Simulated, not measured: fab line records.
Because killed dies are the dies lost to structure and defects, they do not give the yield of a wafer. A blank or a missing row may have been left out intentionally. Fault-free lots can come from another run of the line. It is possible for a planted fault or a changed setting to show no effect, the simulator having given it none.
Struck lot and sound lot, side by side    flow sky130    16 out of 708 route steps
Sound: these wafers, L389.1, L389.2, L389.4. Wafers L400.1, L400.2, L400.4 were the ones struck. Last of all comes the cause.
At each step with rows: each side's tool, then ch and its chambers, then its first start. Under that, the readings that differ: sound wafers    struck wafers    difference of the means    sigmas: that difference in standard deviations of wafers without a fault.
alike: readings with means less than 2 such deviations apart, plus words and numbers identical on both sides. not compared: withheld readings, readings lacking a value on some wafer, bounds such as >300 that could conceal the same value, and numbers that have no deviation in the record and whose values overlap.
A row with sigmas, a row that says differs or no value, or rows on one side alone: a step with any of these is where the two part. Non-overlapping numbers with no deviation appear without sigmas and do not part them. A reading that every wafer of one side lacks parts them only if that side has two wafers or more.

SKY_VIA2_BOW_MEAS_03:
  sound on film_metro-03 at day 35 22:21; struck on film_metro-03 at day 39 09:28
  alike: VIA2_BOW
then, 8 steps without rows for these wafers: SKY_VIA2_DEHYDRATE_04 (time 60 s); SKY_VIA2_HMDS_05 (prime time 60 s); SKY_VIA2_COAT_06 (resist thk 60 nm); SKY_VIA2_COAT_07 (resist thk 450 nm); SKY_VIA2_SOFTBAKE_08 (time 90 s); SKY_VIA2_EXPOSE_09 (exposes mask VIM2, target cd 200 nm); SKY_VIA2_PEB_10; SKY_VIA2_DEVELOP_11 (develop time 60 s).
SKY_VIA2_CD_MEAS_12: target cd 200 nm.
  sound on cd_sem-02 at day 37 00:14; struck on cd_sem-01 at day 40 10:01
  alike: cd_nm
SKY_VIA2_OVL_MEAS_13:
  sound on overlay-01 at day 37 00:22; struck on overlay-02 at day 40 10:08
  alike: VIA2_OVL
SKY_VIA2_ETCH_14: etches BARC in N2/H2, stops on SiO2, time 45.9 s, target depth 60 nm.
  sound on rie_diel-04 ch 1,2,3, day 37 00:24; struck on rie_diel-04 ch 0,1,2, day 40 10:11
  alike: drypump_motor_current_A, oes_product_au, rf_fwd_power_W, throttle_valve_pct
  not compared: rf_hours_counter_h
SKY_VIA2_ETCH_15: etches SiO2 in C4F8/O2/Ar, stops on TiN, target depth 546 nm, time 84 s.
  sound on rie_diel-04 ch 1,2,3, day 37 00:26; struck on rie_diel-04 ch 0,1,2, day 40 10:13
reading                                      sound              struck          difference  sigmas
rf_fwd_power_W (W)                           1490 1493 1489     1249 1253 1252  -239        -50
model.KrF-thick_of_VIA2_COAT_07.thk_nm (nm)  285.2 282.3 281.1  293.2 289 291   +8.2        
  alike: oes_product_au
SKY_VIA2_STRIP_16: strips in O2/N2.
  sound on plasma_asher-01 ch 0,1, day 37 00:30; struck on plasma_asher-01 ch 0,1, day 40 10:17
reading                       sound              struck             difference  sigmas
strip_time_to_endpoint_s (s)  4.076 4.036 4.019  4.146 4.108 4.119  +0.081      +3
  alike: drypump_motor_current_A, oes_product_au
  not compared: rf_hours_counter_h
then, 2 steps without rows for these wafers: SKY_VIA2_STRIP_17 (strips in post etch residue remover, time 1200 s); SKY_PAD_OPEN_PROBE_99.

WHERE THEY PART
At SKY_VIA2_ETCH_15 first; at SKY_VIA2_STRIP_16 last (within this record only).

WHY: the cause the simulator had injected
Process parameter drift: rie_diel-04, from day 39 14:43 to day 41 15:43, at SKY_VIA2_ETCH_15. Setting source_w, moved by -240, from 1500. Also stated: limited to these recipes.
